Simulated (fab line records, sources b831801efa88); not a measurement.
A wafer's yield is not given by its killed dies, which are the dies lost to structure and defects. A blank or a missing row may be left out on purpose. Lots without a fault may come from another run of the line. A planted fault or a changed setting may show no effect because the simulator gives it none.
The tool behind it: which one? ; flow sky130 ; route of 708 steps, sampled at 1 step: 12 lots, 36 wafers

## WHAT THE GAUGES SHOWED, per wafer
SKY_FIELD_ISO_CD_MEAS_13: target cd 150 nm.
lot;measured;on;cd_nm (nm)
L075;day 2 09:17;cd_sem-01;152.2 151.5 151.2
L077;day 2 20:37;cd_sem-02;151.3 152.8 151.9
L079;day 3 06:19;cd_sem-02;152.7 151.5 151.7
L081;day 3 16:11;cd_sem-02;151.2 149.8 149.1
L083;day 4 05:47;cd_sem-02;147.4 149.3 149.2
L085;day 4 14:44;cd_sem-02;147.7 147.4 146.5
L087;day 5 00:02;cd_sem-02;150.4 151.5 148.9
L089;day 5 12:14;cd_sem-02;152.7 152.9 151.5
L091;day 5 22:29;cd_sem-02;149.5 150.9 149.6
L093;day 6 07:14;cd_sem-01;146.9 146.1 146.7
L095;day 6 19:11;cd_sem-01;150.1 150.6 150.4
L097;day 7 04:53;cd_sem-02;150.4 151.7 150.3

## TOOL THAT RAN EACH LOT (tool first, then ch and the chambers of the sampled wafers, then the start)
Before these readings, the record contains no process step.

## THE ANSWER, worked out from the rows above alone
Rule: the usual values come from the lots themselves. The widest of any qualifying gaps counts: lots, ordered by their means at a reading, are off when they make up no more than a third of the lots, leave a main group of 4 or more, and stand apart from it by 3 or more times the standard deviation of that group's means. A main group whose means are all the same, to the digits that the tables above print for the reading, isn't used. A lot without any number at a reading at which 4 lots or more have one is off too. The other lots that the step has rows for count as sound.
No lot is off at any reading shown: from this, nothing can be told.

## WHAT HAD BEEN PUT IN BY THE SIMULATOR
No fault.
